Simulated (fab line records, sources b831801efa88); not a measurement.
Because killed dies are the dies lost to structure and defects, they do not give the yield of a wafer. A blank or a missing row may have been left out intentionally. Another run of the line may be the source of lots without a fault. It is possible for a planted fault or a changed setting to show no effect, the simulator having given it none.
Which of the tools did it? ; flow gf180mcu ; 42 wafers from 14 lots sampled at 3 of the route's 602 steps

== WHAT THE GAUGES READ, wafer by wafer ==
GF_TOP_METAL_RS_MEAS_05: the measuring method here is four-point-probe.
lot;measured;on;TOP_METAL_ALCU_RS (ohm/sq)
L782;day 27 20:46;filmMetro-02;0.0333 0.0334 0.0334
L783;day 28 02:42;filmMetro-04;0.0323 0.0326 0.0322
L785;day 28 22:45;filmMetro-04;0.0334 0.0332 0.0331
L786;day 29 14:01;filmMetro-02;0.0331 0.0332 0.0335
L788;day 29 14:43;filmMetro-04;0.0331 0.0331 0.0331
L789;day 30 00:52;filmMetro-04;0.0327 0.0326 0.0327
L790;day 30 08:47;filmMetro-04;0.0325 0.0327 0.0325
L793;day 31 05:37;filmMetro-01;0.0327 0.0327 0.0324
L795;day 31 16:02;filmMetro-02;0.0322 0.0326 0.0327
L797;day 32 08:05;filmMetro-01;0.0326 0.0329 0.0328
L798;day 32 12:57;filmMetro-04;0.0327 0.0325 0.0327
L799;day 32 17:16;filmMetro-04;0.0328 0.0334 0.0332
L803;day 33 19:20;filmMetro-01;0.0362 0.0361 0.0362
L805;day 34 00:40;filmMetro-01;0.0349 0.0353 0.0349

GF_TOP_METAL_THK_MEAS_06: measures by xrf.
lot;measured;on;TOP_METAL_ALCU_THK (nm)
L782;day 27 20:53;filmMetro-02;891 880 886
L783;day 28 02:49;filmMetro-04;919 907 915
L785;day 28 22:52;filmMetro-04;883 887 891
L786;day 29 14:07;filmMetro-02;889 885 876
L788;day 29 14:48;filmMetro-04;891 895 897
L789;day 30 00:58;filmMetro-04;908 906 908
L790;day 30 08:54;filmMetro-04;911 903 912
L793;day 31 05:43;filmMetro-01;901 906 913
L795;day 31 16:08;filmMetro-02;916 904 909
L797;day 32 08:12;filmMetro-01;907 899 899
L798;day 32 13:04;filmMetro-04;908 907 902
L799;day 32 17:23;filmMetro-04;905 884 890
L803;day 33 19:26;filmMetro-01;821 826 821
L805;day 34 00:47;filmMetro-01;850 838 846

== WHAT TOOL EACH LOT RAN ON (gives the tool, then ch and the chambers of the sampled wafers, and finally the start) ==
lot;GF_TOP_METAL_SPUTTER_02
L782;pvdSputter-03, day 27 20:40
L783;pvdSputter-01, day 28 02:37
L785;pvdSputter-03, day 28 22:38
L786;pvdSputter-03, day 29 13:52
L788;pvdSputter-02, day 29 14:34
L789;pvdSputter-02, day 30 00:45
L790;pvdSputter-01, day 30 08:41
L793;pvdSputter-03, day 31 05:28
L795;pvdSputter-03, day 31 15:55
L797;pvdSputter-01, day 32 07:59
L798;pvdSputter-01, day 32 12:50
L799;pvdSputter-03, day 32 17:10
L803;pvdSputter-01, day 33 19:11
L805;pvdSputter-01, day 34 00:34
- GF_TOP_METAL_SPUTTER_02: material AlCu, target thk 900 nm, time 47.82 s.

== WHAT THE TOOLS THEMSELVES READ (means of the sampled wafers that have a number; where no wafer has one, the mark that the record gives instead) ==
GF_TOP_METAL_SPUTTER_02.
lot;tool;cathodeDcPowerW (W);throttleValvePct (%)
L782;pvdSputter-03;10600;31.9
L783;pvdSputter-01;10601;30.3
L785;pvdSputter-03;10601;31.9
L786;pvdSputter-03;10602;31.5
L788;pvdSputter-02;10599;29.6
L789;pvdSputter-02;10600;30.2
L790;pvdSputter-01;10597;30.8
L793;pvdSputter-03;10600;30.8
L795;pvdSputter-03;10600;31.1
L797;pvdSputter-01;10600;30.3
L798;pvdSputter-01;10601;30.5
L799;pvdSputter-03;10599;31.8
L803;pvdSputter-01;9786;30.6
L805;pvdSputter-01;9785;30.5

== THE ANSWER, worked out from the rows above alone ==
Rule: what is usual is taken from the lots themselves. Put in order of their means at a reading, lots are off if they are a third of the lots or fewer, leave a main group of 4 or more, and stand apart from it by a gap of 3 or more times the standard deviation of the main group's means; of several such gaps the widest counts. A main group is skipped when, at the precision printed for the reading in the tables above, its means are all equal. Also off: a lot with no number at a reading for which 4 or more lots have one. Where the step has rows for the other lots, those lots are counted as sound. Order of review: gauges by route order, followed by the tools' own readings, for which a lot's mean as printed above is used. At the first step where some lot is off, the reading lying furthest off is the one used; lots without a number count as furthest.
Off: L803, L805, seen at GF_TOP_METAL_RS_MEAS_05 (TOP_METAL_ALCU_RS). The main group: mean 0.0328 ohm/sq, standard deviation 0.00033.
If a tool, at a process step before that reading, ran all the lots that are off and no sound lot after the first of them, it fits. Not tried: the gauges at GF_TOP_METAL_RS_MEAS_05; whatever is off there is also off at GF_TOP_METAL_SPUTTER_02, on other tools, and gauge error can't account for it. One fits: GF_TOP_METAL_SPUTTER_02 on pvdSputter-01. Its last sound lot is L798 (day 32 12:50), its first lot that is off L803 (day 33 19:11): a fault that began between those two fits.
The tool's own readings at GF_TOP_METAL_SPUTTER_02 bear it out: on the lots that are off they differ by more than 5 times the standard deviation of the sound lots' means. cathodeDcPowerW reads 9786 W there against 10600 W on the sound lots.

== WHAT THE SIMULATOR HAD INSERTED ==
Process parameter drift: pvdSputter-01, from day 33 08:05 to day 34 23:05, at GF_TOP_METAL_SPUTTER_02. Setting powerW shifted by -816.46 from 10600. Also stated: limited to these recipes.
Lots struck among those shown: L803, L805. Same finding as the rule above.
